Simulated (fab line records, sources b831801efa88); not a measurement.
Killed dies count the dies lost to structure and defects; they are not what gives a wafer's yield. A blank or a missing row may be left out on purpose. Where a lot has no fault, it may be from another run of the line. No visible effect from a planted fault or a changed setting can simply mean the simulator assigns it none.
Matching of chambers    flow sky130    SKY_VIA2_HDPCVD_00 on hdpcvd-01: 3 sister chambers
The step deposits SiO2, target thk 1180 nm, time 196.7 s. 6 wafers are shown with their chamber, then 6 later ones without.

WAFERS, EACH WITH ITS CHAMBER
wafer   chamber  run length s (s)
L138.1  0        224.3
L138.3  2        224.5
L138.5  1        224.8
L139.1  0        224.3
L139.4  1        225.3
L139.6  2        225.4

WAFERS WITH NO CHAMBER GIVEN
wafer   run length s (s)
L141.1  224.7
L141.2  224.4
L141.3  225.1
L142.4  224.4
L142.5  224.9
L142.6  224.1

CHAMBER TAKEN BY EACH
wafer   from the rows above           in truth
L141.1  can't be placed: 2 or 1 or 0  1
L141.2  can't be placed: 0 or 2 or 1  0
L141.3  can't be placed: 1 or 2 or 0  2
L142.4  can't be placed: 0 or 2 or 1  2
L142.5  can't be placed: 2 or 1 or 0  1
L142.6  can't be placed: 0 or 2 or 1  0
0 of 6 placed correctly. Unplaceable from these rows: 6, with the true chamber sitting among the candidates in 6. Placed wrongly: 0.
How it was worked out, from the rows above alone: a wafer's distance from a chamber is the root of the sum, over the readings, of the square of ((its reading less the chamber's mean) divided by the reading's scatter). The wafer belongs to the nearest chamber; if the next one is less than 2 further off, it can't be placed. A chamber's mean is the mean of its shown wafers. How the scatter is found: for the shown wafers, subtract from each reading the mean of its chamber, square and add these, divide the total by (wafers less chambers), then take the root.
